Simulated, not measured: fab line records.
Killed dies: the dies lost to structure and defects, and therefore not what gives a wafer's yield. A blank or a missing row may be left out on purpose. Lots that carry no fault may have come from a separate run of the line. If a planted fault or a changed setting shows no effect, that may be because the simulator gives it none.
2 desks looking at one fault :: flow gf180mcu :: only its own numbers are on each desk; what lay behind them is given at the end

AT THE METROLOGY DESK
Lot by lot, what the gauges showed, no matter which tool ran the lot: averages of those sampled wafers that carry a number. If a lot's mean is further than 4 standard deviations from the usual mean, the lot is out of limits and carries the mark OUT (the distance appears in the brackets).
Columns: A = NWELL_TW at GF_NWELL_TW_MEAS_11, usual 1580; B = VT_IMPLANT_01_OVL at GF_VT_IMPLANT_OVL_MEAS_18, usual -1.3 nm; C = NWELL_RS at GF_VT_IMPLANT_RS_MEAS_47, usual 488.6 ohm/sq
lot: L547
first seen here: day 3 07:22
A: 1570
B: -3.8
C: 490.5

lot: L550
first seen here: day 4 01:25
A: 1586
B: -1.1
C: 488.3

lot: L551
first seen here: day 4 06:04
A: 1580
B: -0.6
C: 489.2

lot: L553
first seen here: day 4 18:05
A: 1566
B: -1.9
C: 490.0

lot: L561
first seen here: day 6 12:36
A: 1309 (-27) OUT
B: 0.1
C: 725.6 (+99 or more) OUT

lot: L562
first seen here: day 6 16:20
A: 1288 (-30) OUT
B: 0.0
C: 728.4 (+99 or more) OUT

lot: L565
first seen here: day 7 14:33
A: 1585
B: -0.2
C: 488.4

lot: L566
first seen here: day 7 15:08
A: 1579
B: -1.5
C: 490.7

lot: L568
first seen here: day 8 02:40
A: 1585
B: -0.9
C: 488.2

lot: L569
first seen here: day 8 08:17
A: 1565
B: -2.2
C: 487.5

lot: L570
first seen here: day 8 14:27
A: 1583
B: -0.9
C: 488.2
This desk's result: L561, L562 out of limits, first on L561 (NWELL_TW at GF_NWELL_TW_MEAS_11), day 6 12:36. In limits: L547, L550, L551, L553, L565, L566, L568, L569, L570.

AT THE TOOL OWNER'S DESK: implanter-01
For each lot that ran on this tool, the mean over its sampled wafers that have a number, from the tool's own readings at GF_NWELL_IMPLANT_08. If a lot's mean is further than 4 standard deviations from the usual mean, the lot is out of limits and carries the mark OUT (the distance appears in the brackets).
Columns: A = dose ions cm2 at GF_NWELL_IMPLANT_08, usual 1.5001e+13; B = end station pressure torr at GF_NWELL_IMPLANT_08, usual 5.07e-06 Torr; C = faraday current uA at GF_NWELL_IMPLANT_08, usual 84.7
lot: L550
first seen here: day 4 01:02
A: 1.4985e+13
B: 5.00e-06
C: 86.0

lot: L551
first seen here: day 4 05:40
A: 1.4985e+13
B: 4.93e-06
C: 85.4

lot: L561
first seen here: day 6 12:14
A: 7.0260e+12 (-99 or more) OUT
B: 5.35e-06
C: 39.3 (-30) OUT

lot: L562
first seen here: day 6 15:58
A: 7.0413e+12 (-99 or more) OUT
B: 5.14e-06
C: 39.0 (-30) OUT
This desk's finding: out of limits on L561, L562; first on L561, day 6 12:14 (dose ions cm2 at GF_NWELL_IMPLANT_08). In limits: L550, L551.

ALL TOGETHER
At day 6 12:14, on L561, L562, the tool owner's desk was in a position to raise an alarm.
The metrology desk could have raised an alarm at day 6 12:36, on L561, L562.
Of the lots named, all ran GF_NWELL_IMPLANT_08 on implanter-01.

WHAT THE SIMULATOR PUT IN
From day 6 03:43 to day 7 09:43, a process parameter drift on implanter-01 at GF_NWELL_IMPLANT_08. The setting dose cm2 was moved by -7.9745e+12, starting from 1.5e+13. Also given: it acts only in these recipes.
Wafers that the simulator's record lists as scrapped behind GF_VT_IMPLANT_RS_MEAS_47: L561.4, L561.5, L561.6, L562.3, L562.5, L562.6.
Shown lots that were struck: L561, L562.
Fault start to first reading out of limits, in hours, per desk: tool owner, 9; metrology, 9.
